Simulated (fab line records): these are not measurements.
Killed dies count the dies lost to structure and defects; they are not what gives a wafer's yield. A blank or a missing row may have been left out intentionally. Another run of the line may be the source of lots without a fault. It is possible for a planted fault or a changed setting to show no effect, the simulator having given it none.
fab line records | flow sky130
record lots=6 wafers=18 last-day=49
route steps=708 shown LOCAL_INTERCONNECT@392 CONTACT@406 PAD_OPEN@708
lots that met no fault: taken from a fault-free run of the same line
start-h: hours from the record's opening day to when the first of the lot's shown wafers began | wait-h: hours since the lot's step before | " same as the row above | L1.1+2: a single row standing in for several wafers | - value missing, or start not given | * or withheld: withheld | < > ~ a bound
route shown NAME@n: names a module that has steps shown in the file, with the first one's number in the route | usual: mean/standard deviation taken from wafers without a fault | same: alike in all rows | chamber/n: place in a boat | sites: per-site readings | _std_site: the values' standard deviation | _edge_site: outer sites' mean less inner sites' | radius-mm: how far each site lies from the wafer's centre | mask NAME#n: copy n | behind: the most recent tool/chamber to have shaped the wafer | hold: why the lot was held/for how many hours/how that ended | device: whichever transistor did not switch (one of n, p or np) | end of line: the same wafers' tests at the end of the route | a step given without rows: its recipe and nothing more | killed: not the wafer's yield, but the dies lost to structure and defects at the first sort | map: shows each die of a wafer: x if killed, . if not, _ if none is there
set.NAME: the setting the step ran with; set.NAME@STEP: the setting that earlier step ran with | model.NAME: the simulator's own value behind a step, which no gauge read
a table for each step, a row for each wafer; lots at some steps of the route
services: a tool's chamber out of use, with start hour (start-h, from the record's first day; less than 0 if before it), hours out, and reason
## steps
# step SKY_LOCAL_INTERCONNECT_COAT_05
# recipe resist=BARC temp-c=withheld time-s=withheld spin-rpm=3000 resist-thk-nm=60
# step SKY_LOCAL_INTERCONNECT_COAT_06
# recipe resist=KrF-thick spin-rpm=3000 resist-thk-nm=450
# step SKY_LOCAL_INTERCONNECT_SOFTBAKE_07
# recipe temp-c=100 time-s=90 resist=KrF-thick
# step SKY_LOCAL_INTERCONNECT_EXPOSE_08
# recipe mask-id=LI1M na=0.8 source-shape=annular sigma-inner=0.55 sigma-outer=0.85 target-cd-nm=170 dose-mj=28
# step SKY_LOCAL_INTERCONNECT_PEB_09
# recipe peb-temp-c=withheld peb-time-s=withheld resist=KrF-thick
# step SKY_LOCAL_INTERCONNECT_DEVELOP_10
# recipe develop-time-s=60 resist=KrF-thick dev-temp-c=21
# step SKY_LOCAL_INTERCONNECT_CD_MEAS_11
# recipe target-cd-nm=170
# usual cd-nm=170.2/1.6
# columns lot.wafer tool chamber start-h wait-h cd-nm
L616.2 cd-sem-02 - 714.44 - 169.6
L616.3 " - " " 168.7
L616.5 " - " " 170.0
L619.1 cd-sem-01 - 734.87 - 170.5
L619.4 " - " " 169.9
L619.6 " - " " 171.5
L621.1 cd-sem-01 - 756.42 - 169.2
L621.2 " - " " 169.3
L621.3 " - " " 169.4
L620.1 cd-sem-02 - 759.00 - 170.7
L620.3 " - " " 171.6
L620.4 " - " " 173.3
L630.1 cd-sem-02 - 826.27 - 170.2
L630.4 " - " " 169.5
L630.5 " - " " 170.2
L633.2 cd-sem-02 - 853.99 - 172.8
L633.4 " - " " 173.5
L633.6 " - " " 171.8
# step SKY_LOCAL_INTERCONNECT_OVL_MEAS_12
# usual LOCAL_INTERCONNECT_OVL=-1/5.9
# columns lot.wafer tool chamber start-h wait-h LOCAL_INTERCONNECT_OVL[nm]
L616.2 overlay-02 - 714.54 0.1 -6
L616.3 " - " " -2
L616.5 " - " " -4
L619.1 overlay-01 - 734.99 0.1 2
L619.4 " - " " 1
L619.6 " - " " 5
L621.1 overlay-01 - 756.54 0.1 -7
L621.2 " - " " 0
L621.3 " - " " 0
L620.1 overlay-01 - 759.12 0.1 -14
L620.3 " - " " -4
L620.4 " - " " -6
L630.1 overlay-02 - 826.39 0.1 2
L630.4 " - " " 11
L630.5 " - " " 5
L633.2 overlay-01 - 854.09 0.1 -1
L633.4 " - " " 0
L633.6 " - " " -4
# step SKY_LOCAL_INTERCONNECT_ETCH_13
# recipe chemistry=N2/H2 target=BARC ion-energy-ev=200 bias-w=100 pressure-mtorr=30 n2-flow-sccm=100 h2-flow-sccm=200 icp-w=500 stop-on=SiO2 time-s=45.9 target-depth-a=600
# usual drypump-motor-current-A=6.14/0.23 he-backside-leak-sccm=3.4/0.31 n2-flow-sccm=100.02/0.29 oes-product-au=0.855/0.005 throttle-valve-pct=13.224/0.009
# columns lot.wafer tool chamber start-h wait-h drypump-motor-current-A he-backside-leak-sccm n2-flow-sccm oes-product-au rf-hours-counter-h throttle-valve-pct
L616.2 rie-metal-03 0 714.57 0.0 6.21 3.4 99.88 0.855 13 13.226
L616.3 " 1 " " 6.13 3.4 100.33 0.850 - 13.240
L616.5 " 1 " " 6.12 3.5 100.25 0.855 - 13.226
L619.1 rie-metal-03 0 735.02 0.0 6.19 3.3 99.84 0.854 13 13.227
L619.4 " 1 " " 6.10 3.6 99.77 0.855 - 13.227
L619.6 " 0 " " 6.20 3.2 100.12 0.860 - 13.226
L621.1 rie-metal-03 0 756.57 0.0 6.21 3.3 99.77 0.857 14 13.228
L621.2 " 1 " " 6.11 3.8 100.09 0.849 10 13.232
L621.3 " 1 " " 6.10 3.8 100.41 0.850 - 13.224
L620.1 rie-metal-02 0 759.15 0.0 5.63 3.7 99.82 0.857 0 13.221
L620.3 " 1 " " 6.38 3.7 100.42 0.851 - 13.228
L620.4 " 0 " " 5.65 3.6 99.99 0.857 - 13.209
L630.1 rie-metal-03 1 826.42 0.0 6.12 3.5 100.46 0.858 13 13.223
L630.4 " 1 " " 6.13 3.7 100.37 0.856 - 13.225
L630.5 " 0 " " 6.22 3.4 99.40 0.849 - 13.240
L633.2 rie-metal-02 1 854.12 0.0 6.36 3.3 100.56 0.855 1 13.229
L633.4 " 1 " " 6.38 3.3 99.74 0.855 - 13.219
L633.6 " 1 " " 6.36 3.3 100.36 0.856 - 13.217
# step SKY_LOCAL_INTERCONNECT_METAL_ETCH_14
# recipe target-depth-nm=110 stop-on=PSG chemistry=Cl2/BCl3 target=TiN resist-sidewall-deg=88 pressure-mtorr=10 icp-w=900 bias-w=48.5 Cl2_flow_sccm=60 bcl3-flow-sccm=30 time-s=31.4
# usual drypump-motor-current-A=6.13/0.23 he-backside-leak-sccm=3.4/0.37 mfc-cl2-sccm=59.99/0.18 oes-product-au=0.944/0.0074 throttle-valve-pct=21.899/0.01
# columns lot.wafer tool chamber start-h wait-h drypump-motor-current-A he-backside-leak-sccm mfc-cl2-sccm oes-product-au rf-hours-counter-h throttle-valve-pct
L616.2 rie-metal-03 0 714.63 0.0 6.19 3.4 59.77 0.955 13 21.890
L616.3 " 1 " " 6.09 3.6 59.80 0.940 - 21.898
L616.5 " 1 " " 6.06 3.6 59.87 0.950 - 21.901
L619.1 rie-metal-03 0 735.08 0.0 6.19 3.2 59.76 0.970 13 21.875
L619.4 " 1 " " 6.09 3.5 59.99 0.953 - 21.885
L619.6 " 0 " " 6.20 3.4 59.69 0.958 - 21.906
L621.1 rie-metal-03 0 756.63 0.0 6.19 3.5 59.82 0.943 14 21.877
L621.2 " 1 " " 6.12 3.7 60.23 0.961 10 21.900
L621.3 " 1 " " 6.11 3.7 59.91 0.950 - 21.883
L620.1 rie-metal-02 0 759.22 0.0 5.61 3.4 60.11 0.949 0 21.906
L620.3 " 1 " " 6.38 3.7 59.90 0.951 - 21.894
L620.4 " 0 " " 5.62 3.2 59.97 0.936 - 21.901
L630.1 rie-metal-03 1 826.48 0.0 6.09 6.8 60.16 0.943 13 21.908
L630.4 " 1 " " 6.06 3.5 59.92 0.948 - 21.888
L630.5 " 0 " " 6.23 3.4 59.91 0.940 - 21.918
L633.2 rie-metal-02 1 854.18 0.0 6.38 3.5 60.06 0.938 1 21.899
L633.4 " 1 " " 6.39 3.4 59.69 0.944 - 21.897
L633.6 " 1 " " 6.38 3.6 59.94 0.942 - 21.914
# step SKY_LOCAL_INTERCONNECT_STRIP_15
# recipe chemistry=O2/N2 power-w=1400 pressure-mtorr=1500 platen-temp-c=withheld o2-flow-sccm=3000 n2-flow-sccm=300 overash-fraction=0.5
# usual drypump-motor-current-A=5.6/0.36 n2-flow-sccm=300.0/1 oes-product-au=0.427/0.0043 strip-time-to-endpoint-s=4.733/0.023
# columns lot.wafer tool chamber start-h wait-h drypump-motor-current-A n2-flow-sccm oes-product-au rf-hours-counter-h strip-time-to-endpoint-s
L616.2 plasma-asher-01 1 714.69 0.0 5.2 300.4 0.429 28 4.728
L616.3 " 0 " " 6.3 300.4 0.425 - 4.715
L616.5 " 0 " " 6.3 301.1 0.424 - 4.711
L619.1 plasma-asher-04 0 735.14 0.0 5.3 298.9 0.425 91 4.744
L619.4 " 0 " " 5.3 300.6 0.431 - 4.751
L619.6 " 1 " " 5.7 300.8 0.431 - 4.729
L621.1 plasma-asher-04 1 756.69 0.0 5.7 300.6 0.434 94 4.683
L621.2 " 0 " " 5.3 301.0 0.427 94 4.685
L621.3 " 0 " " 5.3 302.7 0.426 - 4.734
L620.1 plasma-asher-04 1 759.27 0.0 5.7 297.2 0.428 94 4.722
L620.3 " 0 " " 5.3 299.6 0.426 - 4.678
L620.4 " 1 " " 5.7 296.7 0.426 - 4.701
L630.1 plasma-asher-04 0 826.54 0.0 5.3 299.9 0.427 100 4.723
L630.4 " 1 " " 5.7 300.3 0.421 - 4.740
L630.5 " 1 " " 5.7 300.9 0.425 - 4.722
L633.2 plasma-asher-01 0 854.24 0.0 6.3 299.8 0.431 43 4.740
L633.4 " 0 " " 6.3 299.2 0.432 - 4.731
L633.6 " 0 " " 6.3 299.2 0.432 - 4.739
# step SKY_LOCAL_INTERCONNECT_STRIP_16
# recipe chemistry=post-etch-residue-remover time-s=1200 temp-c=72.5
# step SKY_LOCAL_INTERCONNECT_CLEAN_17
# recipe chemistry=IPA time-s=180 temp-c=25
# columns lot.wafer tool chamber start-h wait-h
L616.2+3+5 wet-bench-03 0 715.47 0.0
L619.1+4+6 wet-bench-02 0 735.61 0.0
L621.1+2+3 wet-bench-04 2 757.13 0.0
L620.1+3+4 wet-bench-02 2 759.71 0.0
L630.1+4+5 wet-bench-03 2 826.98 0.0
L633.2+4+6 wet-bench-03 0 854.68 0.0
# step SKY_LOCAL_INTERCONNECT_CLEAN_18
# recipe chemistry=O3/DIW dry=n2-spin
# step SKY_CONTACT_CVD_00
# recipe material=Si3N4 target-thk-nm=75 temp-c=400 time-s=withheld rf-w=450
# step SKY_CONTACT_THK_MEAS_01
# recipe reads=Si3N4_of_CONTACT_CVD_00
# usual CONTACT_CVD_00_THK=75.0/1
# columns lot.wafer tool chamber start-h wait-h CONTACT_CVD_00_THK[nm]
L616.2 film-metro-03 - 715.66 - 74.7
L616.3 " - " " 75.9
L616.5 " - " " 76.3
L619.1 film-metro-03 - 736.07 - 74.2
L619.4 " - " " 75.1
L619.6 " - " " 74.6
L621.1 film-metro-03 - 757.33 - 73.0
L621.2 " - " " 75.4
L621.3 " - " " 76.0
L620.1 film-metro-03 - 759.91 - 75.9
L620.3 " - " " 73.3
L620.4 " - " " 75.9
L630.1 film-metro-03 - 827.18 - 74.2
L630.4 " - " " 75.3
L630.5 " - " " 75.2
L633.2 film-metro-03 - 854.87 - 74.0
L633.4 " - " " 75.5
L633.6 " - " " 74.8
# step SKY_CONTACT_HDPCVD_02
# recipe material=SiO2 target-thk-nm=565 sigma-open-frac=0.3 time-s=94.2 temp-c=600 sih4-flow-sccm=60 pressure-mtorr=6
# step SKY_CONTACT_THK_MEAS_03
# recipe reads=SiO2_of_CONTACT_HDPCVD_02
# usual CONTACT_HDPCVD_THK=563/6.4
# columns lot.wafer tool chamber start-h wait-h CONTACT_HDPCVD_THK[nm]
L616.2 film-metro-01 - 715.79 0.0 564
L616.3 " - " " 560
L616.5 " - " " 558
L619.1 film-metro-04 - 736.20 0.0 569
L619.4 " - " " 567
L619.6 " - " " 567
L621.1 film-metro-04 - 757.46 0.0 557
L621.2 " - " " 560
L621.3 " - " " 556
L620.1 film-metro-04 - 760.04 0.0 567
L620.3 " - " " 559
L620.4 " - " " 561
L630.1 film-metro-04 - 827.31 0.0 560
L630.4 " - " " 570
L630.5 " - " " 569
L633.2 film-metro-03 - 855.00 0.0 563
L633.4 " - " " 563
L633.6 " - " " 560
# step SKY_CONTACT_CMP_04
# recipe material=SiO2 down-force-psi=4 platen-rpm=60 pad-velocity-m-s=0.94248
# step SKY_CONTACT_BOW_MEAS_05
# recipe mode=bow
# usual CONTACT_BOW=81/6.2
# columns lot.wafer tool chamber start-h wait-h CONTACT_BOW[um]
L616.2 film-metro-03 - 716.16 0.3 83
L616.3 " - " " 68
L616.5 " - " " 74
L619.1 film-metro-04 - 736.56 0.2 78
L619.4 " - " " 76
L619.6 " - " " 82
L621.1 film-metro-03 - 757.82 0.1 87
L621.2 " - " " 72
L621.3 " - " " 87
L620.1 film-metro-04 - 760.40 0.1 77
L620.3 " - " " 78
L620.4 " - " " 78
L630.1 film-metro-04 - 827.67 0.1 89
L630.4 " - " " 84
L630.5 " - " " 73
L633.2 film-metro-01 - 855.62 0.2 73
L633.4 " - " " 69
L633.6 " - " " 83
# step SKY_CONTACT_DEHYDRATE_06
# recipe temp-c=200 time-s=60
# step SKY_CONTACT_HMDS_07
# recipe prime-time-s=60 prime-temp-c=120
# step SKY_CONTACT_COAT_08
# recipe resist=BARC temp-c=withheld time-s=withheld spin-rpm=3000 resist-thk-nm=60
# step SKY_CONTACT_COAT_09
# recipe resist=KrF-thick spin-rpm=3000 resist-thk-nm=450
# step SKY_CONTACT_SOFTBAKE_10
# recipe temp-c=100 time-s=90 resist=KrF-thick
# step SKY_CONTACT_EXPOSE_11
# recipe mask-id=CTM1 na=0.8 source-shape=annular sigma-inner=0.55 sigma-outer=0.85 target-cd-nm=170 dose-mj=38
# step SKY_CONTACT_PEB_12
# recipe peb-temp-c=withheld peb-time-s=withheld resist=KrF-thick
# step SKY_CONTACT_DEVELOP_13
# recipe develop-time-s=60 resist=KrF-thick dev-temp-c=21.98
# step SKY_CONTACT_CD_MEAS_14
# recipe target-cd-nm=170
# usual cd-nm=170.2/1.4
# columns lot.wafer tool chamber start-h wait-h cd-nm
L616.2 cd-sem-02 - 743.45 - 170.5
L616.3 " - " " 170.1
L616.5 " - " " 170.5
L619.1 cd-sem-01 - 764.02 - 168.8
L619.4 " - " " 170.5
L619.6 " - " " 170.3
L621.1 cd-sem-01 - 785.15 - 172.8
L621.2 " - " " 171.4
L621.3 " - " " 172.8
L620.1 cd-sem-02 - 786.47 - 171.3
L620.3 " - " " 171.5
L620.4 " - " " 171.3
L630.1 cd-sem-01 - 853.60 - 170.3
L630.4 " - " " 169.4
L630.5 " - " " 169.0
L633.2 cd-sem-02 - 881.17 - 172.8
L633.4 " - " " 171.3
L633.6 " - " " 171.2
# step SKY_CONTACT_OVL_MEAS_15
# usual CONTACT_OVL=2/5.5
# columns lot.wafer tool chamber start-h wait-h CONTACT_OVL[nm]
L616.2 overlay-01 - 743.55 0.1 5
L616.3 " - " " 4
L616.5 " - " " 4
L619.1 overlay-01 - 764.14 0.1 4
L619.4 " - " " -4
L619.6 " - " " 0
L621.1 overlay-01 - 785.27 0.1 8
L621.2 " - " " 3
L621.3 " - " " 6
L620.1 overlay-01 - 786.59 0.1 -1
L620.3 " - " " -4
L620.4 " - " " -2
L630.1 overlay-02 - 853.72 0.1 -1
L630.4 " - " " -5
L630.5 " - " " -1
L633.2 overlay-02 - 881.27 0.1 0
L633.4 " - " " -2
L633.6 " - " " -6
# step SKY_CONTACT_ETCH_16
# recipe chemistry=N2/H2 target=BARC ion-energy-ev=200 source-w=500 bias-w=100 pressure-mtorr=30 n2-flow-sccm=100 h2-flow-sccm=200 stop-on=SiO2 time-s=45.9 target-depth-a=600
# usual drypump-motor-current-A=5.6/0.43 n2-flow-sccm=100.0/0.32 oes-product-au=0.855/0.0044 throttle-valve-pct=13.226/0.0094
# columns lot.wafer tool chamber start-h wait-h drypump-motor-current-A n2-flow-sccm oes-product-au rf-hours-counter-h throttle-valve-pct
L616.2 rie-diel-02 0 743.58 0.0 5.6 99.8 0.850 1 13.224
L616.3 " 1 " " 6.1 99.8 0.848 46 13.208
L616.5 " 0 " " 5.6 99.9 0.855 - 13.226
L619.1 rie-diel-02 2 764.17 0.0 5.9 100.5 0.851 17 13.221
L619.4 " 3 " " 6.5 100.0 0.854 - 13.235
L619.6 " 2 " " 5.9 100.2 0.863 - 13.215
L621.1 rie-diel-02 3 785.30 0.0 6.4 100.1 0.857 34 13.225
L621.2 " 0 " " 5.6 100.4 0.859 3 13.225
L621.3 " 2 " " 5.9 100.0 0.857 18 13.236
L620.1 rie-diel-02 3 786.62 0.0 6.5 100.1 0.851 35 13.220
L620.3 " 0 " " 5.6 99.0 0.853 3 13.212
L620.4 " 2 " " 5.9 100.6 0.857 - 13.227
L630.1 rie-diel-03 0 853.75 0.0 5.6 100.3 0.863 7 13.228
L630.4 " 3 " " 5.6 99.9 0.849 23 13.218
L630.5 " 1 " " 5.2 100.3 0.846 - 13.247
L633.2 rie-diel-01 1 881.30 0.0 6.1 99.5 0.858 8 13.230
L633.4 " 1 " " 6.1 100.0 0.854 - 13.231
L633.6 " 3 " " 5.3 99.2 0.856 - 13.249
# step SKY_CONTACT_ETCH_17
# recipe target=SiO2 chemistry=C4F8/O2/Ar stop-on=Si3N4 mask-material=KrF-thick source-w=1500 bias-w=1200 pressure-mtorr=40 c4f8-flow-sccm=withheld O2_flow_sccm=6 Ar_flow_sccm=300 time-s=withheld target-depth-a=3400
# step SKY_CONTACT_ETCH_18
# recipe target=Si3N4 chemistry=CHF3/O2 stop-on=TiN source-w=600 bias-w=200 pressure-mtorr=40 chf3-flow-sccm=50 O2_flow_sccm=5 time-s=39 target-depth-a=750
# step SKY_CONTACT_STRIP_19
# recipe chemistry=O2/N2 power-w=1400 pressure-mtorr=1500 platen-temp-c=withheld o2-flow-sccm=3000 n2-flow-sccm=300 overash-fraction=0.5
# step SKY_CONTACT_STRIP_20
# recipe chemistry=post-etch-residue-remover time-s=1200 temp-c=72.5
# step SKY_CONTACT_CLEAN_21
# recipe chemistry=IPA time-s=180 temp-c=25
# step SKY_CONTACT_CLEAN_22
# recipe chemistry=O3/DIW dry=n2-spin
# step SKY_CONTACT_SPUTTER_23
# recipe material=TiN target-thk-nm=20 chamber-pressure-pa=5 power-w=4000 time-s=80
# usual throttle-valve-pct=29.4/1.1
# columns lot.wafer tool chamber start-h wait-h throttle-valve-pct
L616.2 pvd-sputter-01 - 744.32 0.0 27.6
L616.3 " - " " 30.2
L616.5 " - " " 29.4
L619.1 pvd-sputter-02 - 764.90 0.0 30.1
L619.4 " - " " 30.6
L619.6 " - " " 31.7
L621.1 pvd-sputter-01 - 786.04 0.0 30.0
L621.2 " - " " 29.4
L621.3 " - " " 29.2
L620.1 pvd-sputter-04 - 787.35 0.0 29.5
L620.3 " - " " 28.1
L620.4 " - " " 30.2
L630.1 pvd-sputter-02 - 854.48 0.0 32.0
L630.4 " - " " 30.6
L630.5 " - " " 30.0
L633.2 pvd-sputter-02 - 882.03 0.0 32.2
L633.4 " - " " 30.4
L633.6 " - " " 30.1
# step SKY_CONTACT_CVD_24
# recipe material=W target-thk-nm=340 time-s=102.12 temp-c=400 pressure-torr=40
# step SKY_CONTACT_RS_MEAS_25
# recipe thk-meas-gauge=four-point-probe reads=W_of_CONTACT_CVD_24+TiN_of_CONTACT_SPUTTER_23
# usual CONTACT_W_RS=0.337/0.0036
# columns lot.wafer tool chamber start-h wait-h CONTACT_W_RS[ohm/sq]
L616.2 film-metro-03 - 744.51 0.1 0.336
L616.3 " - " " 0.341
L616.5 " - " " 0.337
L619.1 film-metro-03 - 765.07 0.1 0.336
L619.4 " - " " 0.339
L619.6 " - " " 0.335
L621.1 film-metro-01 - 786.21 0.1 0.336
L621.2 " - " " 0.339
L621.3 " - " " 0.342
L620.1 film-metro-04 - 787.52 0.1 0.335
L620.3 " - " " 0.334
L620.4 " - " " 0.341
L630.1 film-metro-03 - 854.65 0.1 0.336
L630.4 " - " " 0.339
L630.5 " - " " 0.333
L633.2 film-metro-03 - 882.22 0.1 0.336
L633.4 " - " " 0.338
L633.6 " - " " 0.334
# step SKY_CONTACT_THK_MEAS_26
# recipe thk-meas-gauge=xrf reads=W_of_CONTACT_CVD_24
# usual CONTACT_W_THK=352/4.5
# columns lot.wafer tool chamber start-h wait-h CONTACT_W_THK[nm]
L616.2 film-metro-03 - 744.62 0.1 355
L616.3 " - " " 349
L616.5 " - " " 353
L619.1 film-metro-03 - 765.19 0.1 356
L619.4 " - " " 349
L619.6 " - " " 357
L621.1 film-metro-01 - 786.33 0.1 351
L621.2 " - " " 351
L621.3 " - " " 347
L620.1 film-metro-04 - 787.64 0.1 350
L620.3 " - " " 351
L620.4 " - " " 345
L630.1 film-metro-03 - 854.77 0.1 358
L630.4 " - " " 352
L630.5 " - " " 357
L633.2 film-metro-03 - 882.33 0.1 356
L633.4 " - " " 353
L633.6 " - " " 356
# step SKY_CONTACT_CMP_27
# recipe stop-on=SiO2 t-overpolish-s=15 down-force-psi=3.5 platen-rpm=60 target-thk-nm=0 pad-velocity-m-s=0.94248
# step SKY_PAD_OPEN_PROBE_99
# usual killed_at_M0_to_M3=42/6.3 killed_at_M4_up=2.8/1.9 killed-at-contacts=23/5.3 killed-at-front-end=16/4.3 killed-at-other=0.2/0.51 killed-dies=84/9.3 killed-open=46/7.6 killed-short=38/6.3
# same gross-dies=492 killed-at-back-side=0
# columns lot.wafer tool chamber start-h wait-h killed_at_M0_to_M3 killed_at_M4_up killed-at-contacts killed-at-front-end killed-at-other killed-dies killed-open killed-short
L616.2 prober-02 - 1085.05 0.1 38 1 21 18 2 80 47 33
L616.3 prober-02 - 1085.10 0.2 45 3 33 9 0 90 52 38
L616.5 prober-02 - 1085.20 0.2 50 4 24 26 0 104 56 48
L619.1 prober-01 - 1099.50 0.1 42 0 19 12 0 73 40 33
L619.4 prober-01 - 1099.65 0.2 49 2 20 12 0 83 47 36
L619.6 prober-01 - 1099.75 0.2 53 5 23 18 0 99 44 55
L621.1 prober-02 - 1117.23 0.1 48 5 17 17 0 87 45 42
L621.2 prober-02 - 1117.28 0.1 43 2 21 14 0 80 47 33
L621.3 prober-02 - 1117.33 0.2 42 0 16 15 0 73 36 37
L630.1 prober-01 - 1167.52 0.1 38 4 67 22 1 132 51 36
L630.4 prober-01 - 1167.67 0.2 37 2 69 14 0 122 51 31
L630.5 prober-01 - 1167.72 0.2 47 3 62 12 0 124 48 29
L633.2 prober-02 - 1185.95 0.1 48 2 60 12 1 123 51 30
L633.4 prober-02 - 1186.05 0.2 46 1 56 14 0 117 37 43
L633.6 prober-02 - 1186.15 0.2 43 1 53 11 0 108 39 30
# killed by level:class
L616.2 CONTACT:geometric-particle:open=12 FIELD_ISO:geometric-particle:open=6 METAL3:geometric-particle:short=6 VIA1:geometric-particle:open=6 VIA3:geometric-particle:open=6 METAL2:geometric-particle:short=5 LI_CONTACT:geometric-particle:open=4 CONTACT:geometric-particle:short=4
L616.3 CONTACT:geometric-particle:open=15 VIA1:geometric-particle:open=10 VIA1:geometric-particle:short=6 METAL1:geometric-particle:short=6 VIA3:geometric-particle:open=6 LI_CONTACT:geometric-particle:short=5 VIA2:geometric-particle:open=5 LI_CONTACT:geometric-particle:open=4
L616.5 VIA2:geometric-particle:open=10 CONTACT:geometric-particle:open=9 VIA3:geometric-particle:open=9 FIELD_ISO:geometric-particle:short=7 VIA1:geometric-particle:open=6 POLY_GATE:geometric-particle:open=5 CONTACT:geometric-particle:short=5 METAL1:geometric-particle:short=5
L619.1 CONTACT:geometric-particle:open=8 METAL1:geometric-particle:short=8 VIA1:geometric-particle:open=6 VIA2:geometric-particle:open=5 LOCAL_INTERCONNECT:geometric-particle:open=5 METAL2:geometric-particle:short=5 FIELD_ISO:geometric-particle:open=4 VIA1:geometric-particle:short=4
L619.4 VIA1:geometric-particle:open=15 METAL1:geometric-particle:short=8 LI_CONTACT:geometric-particle:open=7 CONTACT:geometric-particle:open=5 POLY_GATE:geometric-particle:open=4 METAL3:geometric-particle:short=4 METAL2:geometric-particle:open=4 VIA2:geometric-particle:open=4
L619.6 CONTACT:geometric-particle:open=10 VIA1:geometric-particle:open=10 METAL1:geometric-particle:short=8 VIA1:geometric-particle:short=8 VIA3:geometric-particle:short=7 METAL2:geometric-particle:short=6 POLY_GATE:geometric-particle:short=5 LOCAL_INTERCONNECT:geometric-particle:short=5
L621.1 VIA3:geometric-particle:open=10 CONTACT:geometric-particle:open=8 VIA1:geometric-particle:open=8 METAL1:geometric-particle:short=8 VIA2:geometric-particle:open=6 METAL2:geometric-particle:short=5 METAL4:geometric-particle:short=5 FIELD_ISO:geometric-particle:short=4
L621.2 VIA1:geometric-particle:open=11 LI_CONTACT:geometric-particle:open=8 CONTACT:geometric-particle:open=7 METAL1:geometric-particle:short=5 FIELD_ISO:geometric-particle:open=4 VIA1:geometric-particle:short=4 METAL2:geometric-particle:short=4 VIA2:geometric-particle:short=4
L621.3 VIA1:geometric-particle:open=11 METAL1:geometric-particle:short=7 METAL2:geometric-particle:short=5 VIA2:geometric-particle:open=5 POLY_GATE:geometric-particle:open=4 LI_CONTACT:geometric-particle:short=4 LI_CONTACT:geometric-particle:open=4 LOCAL_INTERCONNECT:geometric-particle:short=4
L630.1 LOCAL_INTERCONNECT:unspecified=45 VIA1:geometric-particle:open=13 CONTACT:geometric-particle:open=12 FIELD_ISO:geometric-particle:short=6 POLY_GATE:geometric-particle:short=6 VIA1:geometric-particle:short=6 FIELD_ISO:geometric-particle:open=5 LI_CONTACT:geometric-particle:open=5
L630.4 LOCAL_INTERCONNECT:unspecified=40 VIA1:geometric-particle:open=13 LI_CONTACT:geometric-particle:open=10 CONTACT:geometric-particle:open=7 VIA3:geometric-particle:open=6 FIELD_ISO:geometric-particle:short=5 METAL2:geometric-particle:short=5 VIA2:geometric-particle:open=5
L630.5 LOCAL_INTERCONNECT:unspecified=47 VIA1:geometric-particle:open=15 CONTACT:geometric-particle:open=10 VIA3:geometric-particle:open=9 POLY_GATE:geometric-particle:open=5 METAL3:geometric-particle:short=5 METAL1:geometric-particle:short=4 VIA2:geometric-particle:open=4
L633.2 LOCAL_INTERCONNECT:unspecified=42 CONTACT:geometric-particle:open=8 VIA2:geometric-particle:open=8 METAL2:geometric-particle:short=8 VIA3:geometric-particle:open=8 VIA1:geometric-particle:open=7 LI_CONTACT:geometric-particle:open=6 FIELD_ISO:geometric-particle:short=5
L633.4 LOCAL_INTERCONNECT:unspecified=37 METAL2:geometric-particle:short=8 VIA1:geometric-particle:open=7 VIA3:geometric-particle:short=7 LI_CONTACT:geometric-particle:open=6 POLY_GATE:geometric-particle:open=5 CONTACT:geometric-particle:short=5 VIA3:geometric-particle:open=5
L633.6 LOCAL_INTERCONNECT:unspecified=39 VIA3:geometric-particle:open=9 VIA2:geometric-particle:open=8 VIA1:geometric-particle:open=7 LI_CONTACT:geometric-particle:open=6 METAL1:geometric-particle:short=4 VIA3:geometric-particle:short=4 METAL3:geometric-particle:short=4
# map L630.1 (x killed, . not)
__________.........._________
________..x..........._______
______.x..x....x..x..x.x_____
_____x...x....x.......xx.____
____........x......xxxxxxx___
___.x.....x.....xx.xxxxxxx.__
__..x.x.........x..xxxxxxx.._
_.......xx...x...xxxxxxxxxxx.
_x.x..x.x........x.xxxxxxxxx.
_x..x............xx.xxxxxx...
_...x.............x...xxx....
_.xx......x...x.x.x........x.
_..........x.x.x........xx...
_...x....x...................
_...x..............x.x.......
__........x......xx.x....x.._
___.....x..x..xx..x.x......__
____x...xx.xx.......x.x...___
_____x..x..x.x......x....____
______......x.....x....._____
________....x.......xx_______
__________...xxx...._________
# map L633.2 (x killed, . not)
__________...x..x..._________
________.......x.....x_______
______....x........x...x_____
_____........xxx.x..x..x.____
____x...x........x.x.x....___
___.......x................__
__...............x.........._
_.x....xx..xx..x....xxx..xxx.
_....x..............x.x......
_x...x.............x......x..
_..xxxx.x.............x......
_...........x.x.x.x..........
_x...x......x...x.....x......
_............x...x..x.x.xxxxx
_x...x.xx............xxxxxxx.
__.x....x...x........xxxxxxx_
___...x.x..........xxxxxxxx__
____x..x.x..x.......xxxxxx___
_____x..x.x.........x.xxx____
______x..........x.xxxxx_____
________............xx_______
__________..x.x...x._________
## services
# columns tool chamber start-h hours kind
rie-diel-02 1 696.65 7.3 repair
plasma-asher-01 - 698.82 3.3 repair
pvd-sputter-01 - 702.30 3.5 repair
rie-diel-01 - 712.34 0.4 repair
rie-diel-03 1 713.13 6.5 repair
rie-diel-02 3 713.90 2.2 repair
wet-bench-04 - 723.59 4.0 repair
pvd-sputter-01 - 726.56 2.3 repair
rie-diel-02 3 730.84 21.7 repair
pvd-sputter-01 - 731.12 1.8 repair
rie-metal-03 - 741.63 1.0 repair
rie-diel-02 1 753.66 39.3 repair
pvd-sputter-04 - 763.74 1.4 repair
pvd-sputter-01 - 764.88 0.6 repair
rie-diel-01 - 774.49 0.1 repair
pvd-sputter-04 - 792.07 0.6 repair
rie-diel-01 0 804.24 1.6 repair
rie-metal-03 - 805.44 0.8 repair
plasma-asher-04 - 834.18 2.5 repair
rie-metal-03 0 847.66 - clean
rie-metal-03 - 867.09 0.2 repair
wet-bench-04 - 869.62 4.4 pm
wet-bench-02 - 877.40 1.6 repair
rie-metal-02 0 880.09 9.9 repair
## key
first-sign step=SKY_PAD_OPEN_PROBE_99 reading=killed-at-contacts direction=up sigmas=7.2 usual=23 struck=61
effect step=SKY_PAD_OPEN_PROBE_99 reading=killed-dies direction=up sigmas=4 usual=84 struck=121
met-at SKY_LOCAL_INTERCONNECT_CLEAN_17
struck-wafers L630.1,L630.4,L630.5,L633.2,L633.4,L633.6
tester-left-out L630,L633
onset-between 715.47 826.98
also-fits time
fault kind=chamber-particle-source tool=wet-bench-03 chamber=- onset-h=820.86 steps=SKY_LOCAL_INTERCONNECT_CLEAN_17 rate-per-visit-cm2=0.64501 end-h=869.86
# tester-left-out: of these lots the tester's yield and bins aren't shown, on N5 and GAA mostly nor the transistor test; their killed dies are dies lost to structure and defects alone, not to doping, threshold or leakage, so they don't give the yield
